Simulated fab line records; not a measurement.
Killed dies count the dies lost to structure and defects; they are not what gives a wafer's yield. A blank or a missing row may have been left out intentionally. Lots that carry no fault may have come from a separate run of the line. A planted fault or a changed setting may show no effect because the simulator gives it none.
Check for tools in common ; flow sky130 ; Lots sampled 14, wafers sampled 42

== WHY THIS WAS OPENED ==
Of 14 lots, 2 have the reading RES_XHIGH_TW flagged at SKY_RES_XHIGH_TW_MEAS_09. No-fault wafers: 1655, standard deviation 19.
Rule: a lot is flagged in two cases, either no wafer of it has a number, or all its wafers with numbers fall more than 4 standard deviations from that mean. The rest of the lots are taken to be sound.

lot;measured;on;RES_XHIGH_TW, wafer by wafer;flag
L577;day 27 01:49;film-metro-03;1643 1639 1644;
L579;day 27 17:39;film-metro-01;1664 1673 1664;
L581;day 29 08:19;film-metro-01;1673 1668 1679;
L582;day 29 10:41;film-metro-03;1624 1626 1627;
L583;day 29 12:26;film-metro-02;1669 1663 1664;
L584;day 29 20:40;film-metro-03;1629 1627 1629;
L585;day 30 03:21;film-metro-01;31 31 31;FLAGGED
L586;day 30 10:37;film-metro-01;31 31 31;FLAGGED
L589;day 31 10:01;film-metro-01;1680 1682 1678;
L588;day 31 18:28;film-metro-03;1652 1640 1644;
L593;day 32 16:40;film-metro-01;1669 1667 1668;
L595;day 33 03:58;film-metro-03;1644 1635 1648;
L598;day 33 20:47;film-metro-03;1633 1636 1648;
L599;day 34 09:30;film-metro-03;1637 1639 1645;
The numbers of the flagged lots are 31 on average: -1624 against the usual, or -85 standard deviations.

== LOT BY LOT: THE TOOL USED ==
4 process steps preceding the reading are held in the record, out of 708 steps in the route. Read each cell as the tool, then ch plus the chambers that the sampled wafers visited, then the start.
lot;flag;SKY_LDD_P_STRIP_10;SKY_POLY_CUT_STRIP_12;SKY_SD_P_STRIP_10;SKY_RES_XHIGH_STRIP_08
L577;;plasma-asher-04 ch 0, day 19 13:07;plasma-asher-02 ch 0,1, day 24 15:36;plasma-asher-03 ch 0, day 25 21:01;plasma-asher-02 ch 1, day 27 01:42
L579;;plasma-asher-03 ch 0,1, day 20 03:10;plasma-asher-02 ch 0,1, day 25 07:03;plasma-asher-03 ch 0,1, day 26 12:40;plasma-asher-02 ch 0,1, day 27 17:33
L581;;plasma-asher-04 ch 0,1, day 21 21:26;plasma-asher-03 ch 0,1, day 26 22:28;plasma-asher-04 ch 0,1, day 28 03:35;plasma-asher-01 ch 0,1, day 29 08:13
L582;;plasma-asher-03 ch 0,1, day 22 02:06;plasma-asher-02 ch 0,1, day 27 02:26;plasma-asher-03 ch 0,1, day 28 06:12;plasma-asher-02 ch 0,1, day 29 10:36
L583;;plasma-asher-04 ch 0,1, day 22 03:19;plasma-asher-03 ch 0,1, day 27 03:59;plasma-asher-01 ch 0,1, day 28 08:00;plasma-asher-03 ch 0,1, day 29 12:20
L584;;plasma-asher-02 ch 0,1, day 22 11:08;plasma-asher-04 ch 0,1, day 27 11:43;plasma-asher-04 ch 0,1, day 28 16:46;plasma-asher-03 ch 0,1, day 29 20:34
L585;FLAGGED;plasma-asher-04 ch 0,1, day 22 18:26;plasma-asher-03 ch 0, day 27 19:00;plasma-asher-03 ch 0,1, day 28 23:43;plasma-asher-03 ch 0,1, day 30 03:15
L586;FLAGGED;plasma-asher-03 ch 0,1, day 23 02:16;plasma-asher-03 ch 0,1, day 28 03:13;plasma-asher-01 ch 0,1, day 29 06:44;plasma-asher-02 ch 0,1, day 30 10:30
L589;;plasma-asher-02 ch 0,1, day 24 03:43;plasma-asher-04 ch 0,1, day 29 01:58;plasma-asher-01 ch 0,1, day 30 06:31;plasma-asher-02 ch 0,1, day 31 09:55
L588;;plasma-asher-02 ch 0,1, day 24 12:34;plasma-asher-04 ch 0, day 29 10:12;plasma-asher-01 ch 0,1, day 30 14:05;plasma-asher-02 ch 0, day 31 18:22
L593;;plasma-asher-03 ch 0,1, day 25 12:49;plasma-asher-03 ch 0,1, day 30 09:54;plasma-asher-01 ch 0,1, day 31 13:29;plasma-asher-01 ch 0,1, day 32 16:34
L595;;plasma-asher-04 ch 0,1, day 25 23:15;plasma-asher-04 ch 0,1, day 30 20:44;plasma-asher-01 ch 0,1, day 32 01:02;plasma-asher-01 ch 0,1, day 33 03:53
L598;;plasma-asher-03 ch 0,1, day 26 20:06;plasma-asher-02 ch 0,1, day 31 15:08;plasma-asher-01 ch 0,1, day 32 17:58;plasma-asher-03 ch 0,1, day 33 20:41
L599;;plasma-asher-03 ch 0,1, day 27 06:04;plasma-asher-03 ch 0,1, day 32 02:12;plasma-asher-03 ch 0,1, day 33 06:13;plasma-asher-01 ch 0,1, day 34 09:24
What the steps here do:
- SKY_LDD_P_STRIP_10: strips in O2/N2.
- SKY_POLY_CUT_STRIP_12: strips in O2/N2.
- SKY_SD_P_STRIP_10: strips in O2/N2.
- SKY_RES_XHIGH_STRIP_08: strips in O2/N2.
- SKY_RES_XHIGH_TW_MEAS_09

== FLAGGED OVER TOTAL, TOOL BY TOOL (the gauges that took the reading come last) ==
step;tool;lots run;flagged;share of the flagged lots;sound lots run after its first flagged lot
SKY_LDD_P_STRIP_10;plasma-asher-02;3;0;none;-
SKY_LDD_P_STRIP_10;plasma-asher-03;6;1;some;3 (L593,L598,L599)
SKY_LDD_P_STRIP_10;plasma-asher-04;5;1;some;1 (L595)
SKY_POLY_CUT_STRIP_12;plasma-asher-02;4;0;none;-
SKY_POLY_CUT_STRIP_12;plasma-asher-03;6;2;all;2 (L593,L599)
SKY_POLY_CUT_STRIP_12;plasma-asher-04;4;0;none;-
SKY_SD_P_STRIP_10;plasma-asher-01;7;1;some;5 (L589,L588,L593,L595,L598)
SKY_SD_P_STRIP_10;plasma-asher-03;5;1;some;1 (L599)
SKY_SD_P_STRIP_10;plasma-asher-04;2;0;none;-
SKY_RES_XHIGH_STRIP_08;plasma-asher-01;4;0;none;-
SKY_RES_XHIGH_STRIP_08;plasma-asher-02;6;1;some;2 (L589,L588)
SKY_RES_XHIGH_STRIP_08;plasma-asher-03;4;1;some;1 (L598)
SKY_RES_XHIGH_TW_MEAS_09;film-metro-01;6;2;all;2 (L589,L593)
SKY_RES_XHIGH_TW_MEAS_09;film-metro-02;1;0;none;-
SKY_RES_XHIGH_TW_MEAS_09;film-metro-03;7;0;none;-

== THE TABLE: WHAT IT ALLOWS ==
In 2 table rows, all flagged lots were run: plasma-asher-03 (SKY_POLY_CUT_STRIP_12), film-metro-01 (SKY_RES_XHIGH_TW_MEAS_09).
- plasma-asher-03 at SKY_POLY_CUT_STRIP_12: 2 of its 6 lots flagged. After the first flagged lot (L593, L599), sound lots still ran on it; a lasting fault on the whole tool would not permit that.
- film-metro-01 at SKY_RES_XHIGH_TW_MEAS_09: 2 of its 6 lots flagged. After the first flagged lot (L589, L593), sound lots still ran on it; a lasting fault on the whole tool would not permit that.
No row of the table ran every flagged lot and no sound lot after the first.

== WHAT HAD BEEN PUT IN BY THE SIMULATOR ==
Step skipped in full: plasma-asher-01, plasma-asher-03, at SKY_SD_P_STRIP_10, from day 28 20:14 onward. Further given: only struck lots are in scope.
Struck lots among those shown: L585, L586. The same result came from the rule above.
